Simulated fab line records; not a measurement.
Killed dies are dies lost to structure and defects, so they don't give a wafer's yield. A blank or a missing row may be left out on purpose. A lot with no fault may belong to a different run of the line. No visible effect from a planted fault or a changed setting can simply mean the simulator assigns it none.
2 desks, one fault :: flow sky130 :: only its own numbers are on each desk; what lay behind them is given at the end

## AT THE METROLOGY DESK
Means of the sampled wafers that have a number, per lot and without regard to the tool the lot ran on: this is what the gauges read. A lot is out of limits, marked OUT, if its mean lies more than 4 standard deviations from the usual mean; the brackets give that distance.
Columns: A = VIA3_HDPCVD_THK at SKY_VIA3_THK_MEAS_01, usual 1630 nm
lot: L338
first seen here: day 40 03:51
A: 1642

lot: L336
first seen here: day 40 08:21
A: 1612

lot: L337
first seen here: day 40 12:34
A: 1613

lot: L340
first seen here: day 40 17:19
A: 1620

lot: L339
first seen here: day 40 21:47
A: 1622

lot: L343
first seen here: day 41 17:58
A: 1634

lot: L345
first seen here: day 42 04:02
A: 1624

lot: L347
first seen here: day 42 16:18
A: 1632

lot: L348
first seen here: day 42 20:56
A: 1624

lot: L353
first seen here: day 44 06:10
A: 1659

lot: L354
first seen here: day 44 17:28
A: 1645

lot: L357
first seen here: day 45 08:25
A: 1643
Finding of this desk: none of the 12 lots has anything out of limits.

## TOOL OWNER'S DESK, pvd sputter-02
The tool's own readings at SKY_METAL4_SPUTTER_04 (material TiN, target thk 70 nm, time 58.3 s): means of the sampled wafers that have a number, for each lot that ran on this tool. A lot is out of limits, marked OUT, if its mean lies more than 4 standard deviations from the usual mean; the brackets give that distance.
Columns: A = cathode dc power W at SKY_METAL4_SPUTTER_04, usual 6500.0 W; B = throttle valve pct at SKY_METAL4_SPUTTER_04, usual 30.1 %
lot: L336
first seen here: day 41 10:32
A: 6499.4
B: 30.2

lot: L337
first seen here: day 41 14:35
A: 6500.9
B: 30.0

lot: L345
first seen here: day 43 05:26
A: 6499.7
B: 30.4

lot: L353
first seen here: day 45 05:22
A: 6683.0 (+99 or more) OUT
B: 30.4
This desk's verdict: out of limits on L353, starting with L353 at day 45 05:22 (cathode dc power W at SKY_METAL4_SPUTTER_04). Within limits: L336, L337, L345.

## BROUGHT TOGETHER
On L353, at day 45 05:22, an alarm was possible from the tool owner's desk.
The metrology desk saw nothing out of limits.
The metrology desk holds a record of L353, inside its limits.
Every lot named ran SKY_METAL4_SPUTTER_04 on pvd sputter-02.

## WHAT THE SIMULATOR HAD INSERTED
Drift in process parameters on pvd sputter-02 at SKY_METAL4_SPUTTER_04, starting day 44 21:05. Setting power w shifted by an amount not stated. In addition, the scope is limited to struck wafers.
Struck lots among those shown: L353.
Delay in hours, fault start to first out-of-limits reading, by desk: the tool owner's desk at 8.
